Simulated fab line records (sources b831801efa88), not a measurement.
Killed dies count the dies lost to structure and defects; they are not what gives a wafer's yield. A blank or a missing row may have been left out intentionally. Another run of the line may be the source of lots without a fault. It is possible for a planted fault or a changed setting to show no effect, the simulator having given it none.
fab line records -- flow sfq-line
[record] lots = 14, wafers = 42, last-day = 91
route steps=325 shown I0@44 C5@246 I6@268
lots that met no fault: taken from a fault-free run of the same line
start-h: hours from the record's first day to the start of the lot's first wafer shown -- wait-h: hours from the lot's prior step to this one -- " as in the row above -- L1.1+2: one row covering several wafers at once -- - value missing, or start not given -- * or withheld: withheld -- < > ~ a bound
route shown NAME@n: names a module that has steps shown in the file, with the first one's number in the route -- usual: mean/standard deviation taken from wafers without a fault -- same: alike in all rows -- chamber/n: place in a boat -- sites: per-site readings -- _std_site: their standard deviation -- _edge_site: outer sites' mean less inner sites' -- radius-mm: how far each site lies from the wafer's centre -- mask NAME#n: copy n -- behind: tool/chamber where the wafer was last shaped -- hold: why the lot was held/for how many hours/how that ended -- device: whichever transistor did not switch (one of n, p or np) -- end of line: the same wafers' tests at the end of the route -- a step without rows: its recipe alone -- killed: dies that structure and defects cost at the first sort, which is not the same as the wafer's yield -- map: dies across one wafer; x = killed, . = not, _ = none there
set.NAME: the setting the step ran with; set.NAME@STEP: the setting that earlier step ran with -- model.NAME: the simulator's own value behind a step, which no gauge read
route steps across a sampled set of lots; one table per step, one row per wafer
services: the hour from which a tool's chamber was out of use, counted from the record's first day as start-h (under 0 if before that day), plus the number of hours and why
[[steps]]
[step SFQ_TRILAYER_I0_CMP_CMP_028]
[recipe] material = SiO2, down-force-psi = 3, platen-rpm = 60, pad-velocity-m-s = 0.94248
[usual] motor-current-A = 9.8/0.86, slurry-filter-dp-kPa = 13.51/0.14, slurry-flow-ml-min = 150.1/0.49, time-to-endpoint-s = 214/7
lot.wafer,tool,chamber,start-h,wait-h,motor-current-A,slurry-filter-dp-kPa,slurry-flow-ml-min,time-to-endpoint-s
L781.4,cmp-01,1,243.45,2.6,8.2,13.84,149.2,217
L781.5,cmp-01,1,245.45,4.6,8.9,13.63,149.8,216
L781.6,cmp-01,2,245.45,4.6,9.5,13.49,149.4,213
L782.1,cmp-01,3,256.45,6.0,10.3,13.49,149.2,200
L782.4,cmp-01,0,256.45,6.0,8.5,13.48,149.9,212
L782.6,cmp-01,1,256.45,6.0,8.7,13.48,149.6,217
L784.1,cmp-02,3,266.56,1.7,10.9,13.68,150.2,219
L784.2,cmp-02,0,266.56,1.7,10.3,13.45,150.4,221
L784.4,cmp-02,2,268.06,3.2,10.6,13.62,149.6,221
L785.3,cmp-01,0,283.27,2.8,8.7,13.47,149.9,219
L785.6,cmp-01,2,284.27,3.8,10.0,13.61,149.4,231
L785.5,cmp-01,3,284.27,3.8,10.0,13.55,150.4,233
L786.3,cmp-02,1,292.77,5.1,10.6,13.51,150.2,208
L786.2,cmp-02,2,292.77,5.1,9.9,13.50,150.4,202
L786.1,cmp-02,3,292.77,5.1,11.4,13.38,150.1,212
L787.3,cmp-01,1,301.00,6.2,8.4,13.61,149.8,222
L787.1,cmp-01,3,302.00,7.2,10.2,13.61,150.6,226
L787.6,cmp-01,0,302.00,7.2,8.4,13.71,149.9,220
L789.3,cmp-02,0,315.53,8.7,10.2,13.59,149.9,203
L789.6,cmp-02,1,315.53,8.7,10.2,13.37,150.4,216
L789.5,cmp-02,2,315.53,8.7,10.1,13.49,149.8,211
L790.4,cmp-01,0,319.50,6.8,8.2,13.67,149.6,216
L790.5,cmp-01,2,320.50,7.8,9.7,13.70,150.6,216
L790.6,cmp-01,3,320.50,7.8,10.0,13.53,149.9,213
L791.3,cmp-02,2,326.03,8.6,9.6,13.37,150.4,205
L791.4,cmp-02,1,327.53,10.1,10.1,13.25,149.5,207
L791.5,cmp-02,2,327.53,10.1,10.0,13.44,150.3,210
L792.3,cmp-01,0,326.88,5.9,8.2,13.53,150.2,208
L792.5,cmp-01,0,328.88,7.8,7.9,13.53,150.2,216
L792.6,cmp-01,1,328.88,7.8,8.9,13.55,150.5,224
L793.4,cmp-01,2,333.88,8.0,10.0,13.39,149.8,225
L793.3,cmp-01,3,333.88,8.0,10.1,13.41,150.1,220
L793.6,cmp-01,0,333.88,8.0,8.3,13.51,150.5,220
L795.1,cmp-02,3,338.72,9.3,11.1,13.31,149.8,219
L795.5,cmp-02,1,339.72,10.3,10.5,13.37,150.5,216
L795.6,cmp-02,2,339.72,10.3,9.9,13.80,149.5,213
L799.4,cmp-02,3,399.06,0.0,11.4,13.61,149.6,205
L799.6,cmp-02,3,401.06,2.0,10.9,13.49,149.8,221
L799.5,cmp-02,0,401.06,2.0,10.1,13.51,149.7,214
L800.1,cmp-02,0,411.07,3.6,10.6,13.52,149.6,215
L800.6,cmp-02,1,411.07,3.6,10.6,13.59,150.7,211
L800.5,cmp-02,2,411.07,3.6,9.5,13.52,150.4,211
[step SFQ_I0_BOW_MEAS_907]
[recipe] mode = bow
[usual] I0_BOW = 0/7
lot.wafer,tool,chamber,start-h,wait-h,I0_BOW[um]
L781.4,film-metro-02,-,246.51,2.6,-6
L781.5,film-metro-02,-,246.51,2.6,7
L781.6,film-metro-02,-,246.51,2.6,4
L782.1,film-metro-01,-,258.45,1.5,-4
L782.4,film-metro-01,-,258.45,1.5,13
L782.6,film-metro-01,-,258.45,1.5,-6
L784.1,film-metro-02,-,269.56,2.5,-10
L784.2,film-metro-02,-,269.56,2.5,-4
L784.4,film-metro-02,-,269.56,2.5,-8
L785.3,film-metro-04,-,285.31,1.5,10
L785.5,film-metro-04,-,285.31,1.5,-7
L785.6,film-metro-04,-,285.31,1.5,15
L786.1,film-metro-04,-,295.27,1.0,9
L786.2,film-metro-04,-,295.27,1.0,2
L786.3,film-metro-04,-,295.27,1.0,2
L787.1,film-metro-04,-,303.50,1.0,-9
L787.3,film-metro-04,-,303.50,1.0,-11
L787.6,film-metro-04,-,303.50,1.0,-1
L789.3,film-metro-04,-,317.07,1.0,7
L789.5,film-metro-04,-,317.07,1.0,10
L789.6,film-metro-04,-,317.07,1.0,7
L790.4,film-metro-01,-,321.56,1.6,4
L790.5,film-metro-01,-,321.56,1.6,4
L790.6,film-metro-01,-,321.56,1.6,-1
L791.3,film-metro-04,-,329.07,2.5,5
L791.4,film-metro-04,-,329.07,2.5,1
L791.5,film-metro-04,-,329.07,2.5,7
L792.3,film-metro-01,-,329.92,2.5,-1
L792.5,film-metro-01,-,329.92,2.5,8
L792.6,film-metro-01,-,329.92,2.5,2
L793.3,film-metro-04,-,335.92,1.0,-9
L793.4,film-metro-04,-,335.92,1.0,13
L793.6,film-metro-04,-,335.92,1.0,3
L795.1,film-metro-04,-,340.72,1.5,-3
L795.5,film-metro-04,-,340.72,1.5,-4
L795.6,film-metro-04,-,340.72,1.5,-5
L799.4,film-metro-02,-,402.12,2.6,2
L799.5,film-metro-02,-,402.12,2.6,-5
L799.6,film-metro-02,-,402.12,2.6,1
L799.4,film-metro-02,-,403.44,1.3,-
L799.5,film-metro-02,-,403.44,1.3,-
L799.6,film-metro-02,-,403.44,1.3,-
L800.1,film-metro-02,-,412.57,1.0,3
L800.5,film-metro-02,-,412.57,1.0,10
L800.6,film-metro-02,-,412.57,1.0,-7
L800.1,film-metro-02,-,413.89,1.3,-
L800.5,film-metro-02,-,413.89,1.3,-
L800.6,film-metro-02,-,413.89,1.3,-
[step SFQ_TRILAYER_I0_METRO_MEASURE_029]
[usual] thk-nm = 199.7/0.89
lot.wafer,tool,chamber,start-h,wait-h,thk-nm
L781.4,film-metro-02,-,247.17,0.6,199.8
L781.5,film-metro-02,-,247.17,0.6,199.2
L781.6,film-metro-02,-,247.17,0.6,201.3
L782.1,film-metro-01,-,258.57,0.1,200.0
L782.4,film-metro-01,-,258.57,0.1,199.8
L782.6,film-metro-01,-,258.57,0.1,200.4
L784.1,film-metro-02,-,269.68,0.1,199.8
L784.2,film-metro-02,-,269.68,0.1,199.5
L784.4,film-metro-02,-,269.68,0.1,199.8
L785.3,film-metro-04,-,285.79,0.5,199.4
L785.5,film-metro-04,-,285.79,0.5,199.6
L785.6,film-metro-04,-,285.79,0.5,199.3
L786.1,film-metro-04,-,295.39,0.1,199.5
L786.2,film-metro-04,-,295.39,0.1,198.6
L786.3,film-metro-04,-,295.39,0.1,199.0
L787.1,film-metro-04,-,303.62,0.1,197.1
L787.3,film-metro-04,-,303.62,0.1,198.5
L787.6,film-metro-04,-,303.62,0.1,197.9
L789.3,film-metro-04,-,317.55,0.5,198.2
L789.5,film-metro-04,-,317.55,0.5,199.3
L789.6,film-metro-04,-,317.55,0.5,198.0
L790.4,film-metro-01,-,322.22,0.6,199.9
L790.5,film-metro-01,-,322.22,0.6,199.1
L790.6,film-metro-01,-,322.22,0.6,199.0
L791.3,film-metro-04,-,329.55,0.5,198.6
L791.4,film-metro-04,-,329.55,0.5,199.8
L791.5,film-metro-04,-,329.55,0.5,199.4
L792.3,film-metro-01,-,330.40,0.5,200.5
L792.5,film-metro-01,-,330.40,0.5,200.2
L792.6,film-metro-01,-,330.40,0.5,200.3
L793.3,film-metro-04,-,336.40,0.5,199.1
L793.4,film-metro-04,-,336.40,0.5,198.7
L793.6,film-metro-04,-,336.40,0.5,199.4
L795.1,film-metro-04,-,340.84,0.1,199.6
L795.5,film-metro-04,-,340.84,0.1,201.7
L795.6,film-metro-04,-,340.84,0.1,199.4
L799.4,film-metro-02,-,406.05,2.6,216.6
L799.5,film-metro-02,-,406.05,2.6,216.1
L799.6,film-metro-02,-,406.05,2.6,200.2
L799.4,film-metro-02,-,407.41,1.2,216.6
L799.5,film-metro-02,-,407.41,1.2,215.9
L799.6,film-metro-02,-,407.41,1.2,200.2
L800.1,film-metro-02,-,417.29,3.4,200.0
L800.5,film-metro-02,-,417.29,3.4,214.7
L800.6,film-metro-02,-,417.29,3.4,200.9
L800.1,film-metro-02,-,418.66,1.2,200.0
L800.5,film-metro-02,-,418.66,1.2,214.8
L800.6,film-metro-02,-,418.66,1.2,200.8
[step SFQ_TRILAYER_I0_VIA_ETCH_VIA_ETCH_034]
[recipe] target = SiO2, stop-on = Nb, mask-material = PR, taper-deg = 20, chemistry = CHF3, target-depth-nm = 260, source-w = 500, bias-w = 80, pressure-mtorr = 30, time-s = withheld
[usual] drypump-motor-current-A = 5.7/0.34, oes-product-au = 0.854/0.0051
lot.wafer,tool,chamber,start-h,wait-h,drypump-motor-current-A,oes-product-au
L781.4,rie-diel-02,2,364.46,0.0,5.9,0.857
L781.5,rie-diel-02,2,364.46,0.0,5.9,0.848
L781.6,rie-diel-02,3,364.46,0.0,6.2,0.851
L782.1,rie-diel-04,0,376.46,0.0,5.4,0.854
L782.4,rie-diel-04,3,376.46,0.0,5.9,0.853
L782.6,rie-diel-04,0,376.46,0.0,5.5,0.854
L784.1,rie-diel-01,2,392.06,0.0,5.5,0.856
L784.2,rie-diel-01,0,392.06,0.0,6.2,0.858
L784.4,rie-diel-01,1,392.06,0.0,5.4,0.862
L785.3,rie-diel-02,2,410.06,0.0,5.9,0.858
L785.5,rie-diel-02,1,410.06,0.0,5.2,0.848
L785.6,rie-diel-02,0,410.06,0.0,5.9,0.852
L786.1,rie-diel-01,2,414.99,0.0,5.5,0.845
L786.2,rie-diel-01,1,414.99,0.0,5.4,0.851
L786.3,rie-diel-01,0,414.99,0.0,6.2,0.851
L787.1,rie-diel-04,3,434.19,0.0,5.9,0.859
L787.3,rie-diel-04,0,434.19,0.0,5.4,0.854
L787.6,rie-diel-04,3,434.19,0.0,6.0,0.849
L789.3,rie-diel-04,3,450.99,0.0,5.9,0.855
L789.5,rie-diel-04,0,450.99,0.0,5.4,0.848
L789.6,rie-diel-04,3,450.99,0.0,5.9,0.858
L790.4,rie-diel-02,1,454.93,0.1,5.2,0.863
L790.5,rie-diel-02,2,454.93,0.1,5.9,0.849
L790.6,rie-diel-02,0,454.93,0.1,6.0,0.853
L791.3,rie-diel-02,1,463.28,0.0,5.1,0.845
L791.4,rie-diel-02,3,463.28,0.0,6.2,0.854
L791.5,rie-diel-02,1,463.28,0.0,5.2,0.855
L792.3,rie-diel-01,3,465.68,0.0,5.4,0.862
L792.5,rie-diel-01,3,465.68,0.0,5.4,0.856
L792.6,rie-diel-01,0,465.68,0.0,6.2,0.856
L793.3,rie-diel-04,3,475.28,0.0,5.9,0.858
L793.4,rie-diel-04,0,475.28,0.0,5.5,0.857
L793.6,rie-diel-04,3,475.28,0.0,5.9,0.848
L795.1,rie-diel-04,2,481.40,0.0,5.5,0.849
L795.5,rie-diel-04,3,481.40,0.0,5.9,0.859
L795.6,rie-diel-04,0,481.40,0.0,5.5,0.855
L799.4,rie-diel-01,3,554.26,0.0,5.4,0.897
L799.5,rie-diel-01,3,554.26,0.0,5.4,0.893
L799.6,rie-diel-01,2,554.26,0.0,5.5,0.851
L800.1,rie-diel-02,3,566.26,0.0,6.2,0.858
L800.5,rie-diel-02,3,566.26,0.0,6.2,0.895
L800.6,rie-diel-02,0,566.26,0.0,5.9,0.854
[step SFQ_C5_OVL_MEAS_937]
[usual] C5_OVL = 0/5
lot.wafer,tool,chamber,start-h,wait-h,C5_OVL[nm]
L781.4,overlay-02,-,1712.38,0.1,1
L781.5,overlay-02,-,1712.38,0.1,3
L781.6,overlay-02,-,1712.38,0.1,-4
L782.1,overlay-02,-,1742.47,0.1,7
L782.4,overlay-02,-,1742.47,0.1,-1
L782.6,overlay-02,-,1742.47,0.1,5
L784.1,overlay-01,-,1783.27,0.1,5
L784.2,overlay-01,-,1783.27,0.1,3
L784.4,overlay-01,-,1783.27,0.1,4
L785.3,overlay-01,-,1784.48,0.1,2
L785.5,overlay-01,-,1784.48,0.1,-3
L785.6,overlay-01,-,1784.48,0.1,0
L786.1,overlay-02,-,1792.87,0.1,-8
L786.2,overlay-02,-,1792.87,0.1,-3
L786.3,overlay-02,-,1792.87,0.1,0
L787.1,overlay-02,-,1826.47,0.1,3
L787.3,overlay-02,-,1826.47,0.1,8
L787.6,overlay-02,-,1826.47,0.1,5
L789.3,overlay-01,-,1830.08,0.1,-1
L789.5,overlay-01,-,1830.08,0.1,0
L789.6,overlay-01,-,1830.08,0.1,-1
L790.4,overlay-01,-,1832.48,0.1,1
L790.5,overlay-01,-,1832.48,0.1,3
L790.6,overlay-01,-,1832.48,0.1,0
L791.3,overlay-01,-,1834.88,0.1,0
L791.4,overlay-01,-,1834.88,0.1,7
L791.5,overlay-01,-,1834.88,0.1,7
L792.3,overlay-01,-,1836.08,0.1,0
L792.5,overlay-01,-,1836.08,0.1,1
L792.6,overlay-01,-,1836.08,0.1,8
L793.3,overlay-01,-,1837.28,0.1,-8
L793.4,overlay-01,-,1837.28,0.1,-4
L793.6,overlay-01,-,1837.28,0.1,0
L795.1,overlay-01,-,1842.07,0.1,0
L795.5,overlay-01,-,1842.07,0.1,0
L795.6,overlay-01,-,1842.07,0.1,-1
L799.4,overlay-01,-,1877.75,0.1,1
L799.5,overlay-01,-,1877.75,0.1,-5
L799.6,overlay-01,-,1877.75,0.1,3
L800.1,overlay-01,-,1880.14,0.1,2
L800.5,overlay-01,-,1880.14,0.1,-5
L800.6,overlay-01,-,1880.14,0.1,-1
[step SFQ_I6_BOW_MEAS_941]
[recipe] mode = bow
[usual] I6_BOW = 7/10
lot.wafer,tool,chamber,start-h,wait-h,I6_BOW[um]
L781.4,film-metro-03,-,1720.11,2.1,-15
L781.5,film-metro-03,-,1720.11,2.1,-1
L781.6,film-metro-03,-,1720.11,2.1,-4
L782.1,film-metro-03,-,1750.45,1.0,-7
L782.4,film-metro-03,-,1750.45,1.0,8
L782.6,film-metro-03,-,1750.45,1.0,-11
L784.1,film-metro-03,-,1791.00,1.5,-1
L784.2,film-metro-03,-,1791.00,1.5,5
L784.4,film-metro-03,-,1791.00,1.5,1
L785.3,film-metro-01,-,1792.80,1.5,24
L785.5,film-metro-01,-,1792.80,1.5,6
L785.6,film-metro-01,-,1792.80,1.5,29
L786.1,film-metro-02,-,1800.40,2.5,21
L786.2,film-metro-02,-,1800.40,2.5,12
L786.3,film-metro-02,-,1800.40,2.5,15
L787.1,film-metro-03,-,1837.18,1.5,2
L787.3,film-metro-03,-,1837.18,1.5,0
L787.6,film-metro-03,-,1837.18,1.5,10
L789.3,film-metro-03,-,1841.26,2.0,13
L789.5,film-metro-03,-,1841.26,2.0,15
L789.6,film-metro-03,-,1841.26,2.0,14
L790.4,film-metro-03,-,1846.24,1.6,5
L790.5,film-metro-03,-,1846.24,1.6,5
L790.6,film-metro-03,-,1846.24,1.6,0
L791.3,film-metro-02,-,1847.26,1.0,18
L791.4,film-metro-02,-,1847.26,1.0,14
L791.5,film-metro-02,-,1847.26,1.0,22
L792.3,film-metro-03,-,1849.22,2.5,14
L792.5,film-metro-03,-,1849.22,2.5,22
L792.6,film-metro-03,-,1849.22,2.5,17
L793.3,film-metro-01,-,1850.26,2.0,-4
L793.4,film-metro-01,-,1850.26,2.0,18
L793.6,film-metro-01,-,1850.26,2.0,9
L795.1,film-metro-01,-,1853.22,1.5,6
L795.5,film-metro-01,-,1853.22,1.5,5
L795.6,film-metro-01,-,1853.22,1.5,4
L799.4,film-metro-03,-,1901.90,2.6,16
L799.5,film-metro-03,-,1901.90,2.6,7
L799.6,film-metro-03,-,1901.90,2.6,14
L800.1,film-metro-03,-,1903.64,2.0,4
L800.5,film-metro-03,-,1903.64,2.0,10
L800.6,film-metro-03,-,1903.64,2.0,-6
[step SFQ_TRILAYER_I6_VIA_STRIP_STRIP_173]
[recipe] gas = O2, power-w = 200, platen-temp-c = 40, overash-fraction = 0.65, chemistry = O2, pressure-mtorr = 50
[usual] drypump-motor-current-A = 6.2/0.46, oes-product-au = 1.004/0.0086
lot.wafer,tool,chamber,start-h,wait-h,drypump-motor-current-A,oes-product-au,rf-hours-counter-h
L781.4,rie-metal-04,1,1831.75,-,6.7,1.005,-
L781.5,rie-metal-04,1,1831.75,-,6.6,1.009,-
L781.6,rie-metal-04,0,1831.75,-,6.4,1.005,-
L782.1,rie-metal-01,1,1863.65,-,5.6,1.005,122
L782.4,rie-metal-01,0,1863.65,-,5.4,0.988,-
L782.6,rie-metal-01,1,1863.65,-,5.6,0.998,-
L784.1,rie-metal-04,0,1889.93,-,6.5,1.006,61
L784.2,rie-metal-04,1,1889.93,-,6.6,1.004,71
L784.4,rie-metal-04,0,1889.93,-,6.5,1.002,-
L785.3,rie-metal-04,1,1901.65,-,6.6,1.014,-
L785.5,rie-metal-04,0,1901.65,-,6.5,1.005,-
L785.6,rie-metal-04,1,1901.65,-,6.6,1.004,-
L786.1,rie-metal-01,1,1905.05,-,5.6,0.995,128
L786.2,rie-metal-01,0,1905.05,-,5.4,0.988,65
L786.3,rie-metal-01,0,1905.05,-,5.3,0.996,-
L787.1,rie-metal-04,0,1931.45,-,6.5,0.994,67
L787.3,rie-metal-04,1,1931.45,-,6.7,1.016,-
L787.6,rie-metal-04,0,1931.45,-,6.5,1.005,-
L789.3,rie-metal-03,0,1935.25,-,6.4,1.011,-
L789.5,rie-metal-03,0,1935.25,-,6.4,1.011,-
L789.6,rie-metal-03,1,1935.25,-,6.0,0.999,-
L790.4,rie-metal-03,1,1937.65,-,6.0,1.009,-
L790.5,rie-metal-03,1,1937.65,-,6.0,1.010,-
L790.6,rie-metal-03,0,1937.65,-,6.4,1.015,-
L791.3,rie-metal-01,1,1938.85,-,5.6,0.997,-
L791.4,rie-metal-01,0,1938.85,-,5.4,0.993,-
L791.5,rie-metal-01,0,1938.85,-,5.4,0.982,-
L792.3,rie-metal-03,1,1940.05,-,6.1,1.013,-
L792.5,rie-metal-03,1,1940.05,-,6.1,1.005,-
L792.6,rie-metal-03,0,1940.05,-,6.4,1.011,-
L793.3,rie-metal-03,0,1942.45,-,6.3,1.003,-
L793.4,rie-metal-03,1,1942.45,-,6.0,1.003,-
L793.6,rie-metal-03,1,1942.45,-,6.1,1.006,-
L795.1,rie-metal-03,1,1944.65,-,6.0,1.012,116
L795.5,rie-metal-03,0,1944.65,-,6.3,1.007,-
L795.6,rie-metal-03,1,1944.65,-,6.1,1.006,-
L799.4,rie-metal-01,0,1990.85,-,5.4,0.995,-
L799.5,rie-metal-01,0,1990.85,-,5.4,1.004,-
L799.6,rie-metal-01,0,1990.85,-,5.4,0.991,-
L800.1,rie-metal-03,1,1991.45,-,6.1,1.005,125
L800.5,rie-metal-03,1,1991.45,-,6.0,1.016,-
L800.6,rie-metal-03,0,1991.45,-,6.3,1.014,-
[[services]]
tool,chamber,start-h,hours,kind
film-metro-04,-,227.51,0.3,pm
cmp-02,-,227.67,0.4,repair
film-metro-04,-,229.88,6.6,repair
cmp-02,-,240.62,2.2,repair
cmp-02,-,245.83,4.0,pm
cmp-02,-,263.69,1.0,repair
cmp-02,-,297.12,1.9,repair
film-metro-04,-,306.68,1.1,pm
cmp-02,-,329.03,5.7,pm
cmp-02,-,349.67,0.5,repair
film-metro-04,-,364.67,0.8,pm
cmp-01,-,409.86,4.0,pm
cmp-02,-,419.85,1.2,repair
cmp-01,-,424.98,4.0,repair
cmp-01,-,428.98,7.1,pm
cmp-01,-,439.02,1.8,repair
film-metro-04,-,472.51,1.2,pm
cmp-02,-,485.85,2.2,repair
cmp-02,-,541.73,9.0,repair
cmp-02,-,550.76,5.9,pm
cmp-02,-,551.64,3.2,repair
film-metro-04,-,551.68,0.3,pm
cmp-01,-,566.72,1.2,repair
cmp-01,-,577.93,1.1,repair
[[key]]
[first-sign] step = SFQ_I0_BOW_MEAS_907, reading = visit, direction = added
[effect] step = SFQ_TRILAYER_I0_METRO_MEASURE_029, reading = visit, direction = added
[effect] step = SFQ_TRILAYER_I0_METRO_MEASURE_029, reading = thk-nm, direction = up, sigmas = 18, usual = 199.7, struck = 215.8
[effect] step = SFQ_TRILAYER_I0_VIA_ETCH_VIA_ETCH_034, reading = oes-product-au, direction = up, sigmas = 8.1, usual = 0.854, struck = 0.895
met-at SFQ_TRILAYER_I0_CMP_CMP_028
struck-lots L799,L800
struck-wafers L799.4,L799.5,L800.5
not-acting-at SFQ_C5_OVL_MEAS_937,SFQ_I6_BOW_MEAS_941,SFQ_TRILAYER_I6_VIA_STRIP_STRIP_173
onset-between 338.72 399.06
[fault] kind = process-parameter-drift, tool = cmp-02, chamber = -, onset-h = 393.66, steps = SFQ_TRILAYER_I0_CMP_CMP_028, channel = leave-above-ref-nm, offset = 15, shape = step, end-h = 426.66, scope = struck-wafers-only, acts-in = these-recipes-only, stated = 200
